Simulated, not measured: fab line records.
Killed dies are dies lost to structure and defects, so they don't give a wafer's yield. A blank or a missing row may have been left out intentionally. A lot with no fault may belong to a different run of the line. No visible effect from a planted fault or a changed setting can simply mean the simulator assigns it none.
Matching of chambers / flow gf180mcu / rie diel-01 running GF_CONTACT_ETCH_16: 4 sister chambers
The step etches BARC in N2/H2. 8 wafers are shown with their chamber, then 12 later ones without.

EACH WAFER AND ITS CHAMBER
wafer=L081.1; chamber=1; drypump motor current A (A)=4.7; throttle valve pct (%)=13.231
wafer=L081.5; chamber=0; drypump motor current A (A)=6.3; throttle valve pct (%)=13.222
wafer=L086.2; chamber=3; drypump motor current A (A)=5.6; throttle valve pct (%)=13.227
wafer=L086.4; chamber=1; drypump motor current A (A)=4.7; throttle valve pct (%)=13.227
wafer=L086.6; chamber=0; drypump motor current A (A)=6.3; throttle valve pct (%)=13.232
wafer=L091.2; chamber=2; drypump motor current A (A)=5.7; throttle valve pct (%)=13.229
wafer=L091.5; chamber=2; drypump motor current A (A)=5.7; throttle valve pct (%)=13.232
wafer=L091.6; chamber=3; drypump motor current A (A)=5.7; throttle valve pct (%)=13.214

WAFERS MISSING THEIR CHAMBER
wafer=L092.1; drypump motor current A (A)=5.7; throttle valve pct (%)=13.215
wafer=L092.2; drypump motor current A (A)=6.3; throttle valve pct (%)=13.220
wafer=L092.3; drypump motor current A (A)=4.7; throttle valve pct (%)=13.221
wafer=L092.4; drypump motor current A (A)=5.8; throttle valve pct (%)=13.213
wafer=L092.5; drypump motor current A (A)=5.7; throttle valve pct (%)=13.215
wafer=L092.6; drypump motor current A (A)=5.7; throttle valve pct (%)=13.218
wafer=L094.1; drypump motor current A (A)=5.7; throttle valve pct (%)=13.226
wafer=L094.3; drypump motor current A (A)=5.6; throttle valve pct (%)=13.228
wafer=L094.5; drypump motor current A (A)=5.7; throttle valve pct (%)=13.212
wafer=L096.2; drypump motor current A (A)=4.7; throttle valve pct (%)=13.209
wafer=L096.5; drypump motor current A (A)=6.3; throttle valve pct (%)=13.219
wafer=L096.6; drypump motor current A (A)=5.7; throttle valve pct (%)=13.218

WHICH CHAMBER EACH WENT THROUGH
wafer=L092.1; from the rows above=can't be placed: 3 or 2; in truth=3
wafer=L092.2; from the rows above=0; in truth=0
wafer=L092.3; from the rows above=1; in truth=1
wafer=L092.4; from the rows above=can't be placed: 2 or 3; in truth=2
wafer=L092.5; from the rows above=can't be placed: 3 or 2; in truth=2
wafer=L092.6; from the rows above=can't be placed: 3 or 2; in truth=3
wafer=L094.1; from the rows above=can't be placed: 2 or 3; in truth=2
wafer=L094.3; from the rows above=can't be placed: 3 or 2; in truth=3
wafer=L094.5; from the rows above=can't be placed: 3 or 2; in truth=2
wafer=L096.2; from the rows above=1; in truth=1
wafer=L096.5; from the rows above=0; in truth=0
wafer=L096.6; from the rows above=can't be placed: 3 or 2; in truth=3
Placed correctly: 4 of 12. These rows do not allow placing 8 (true chamber among the candidates in 8). Wrongly placed: 0.
How it was worked out, from the rows above alone: a wafer's distance from a chamber is the root of the sum, over the readings, of the square of ((its reading less the chamber's mean) divided by the reading's scatter). The wafer belongs to the nearest chamber; if the next one is less than 2 further off, it can't be placed. Each chamber's mean is taken over the wafers shown for it. How the scatter is found: for the shown wafers, subtract from each reading the mean of its chamber, square and add these, divide the total by (wafers less chambers), then take the root.
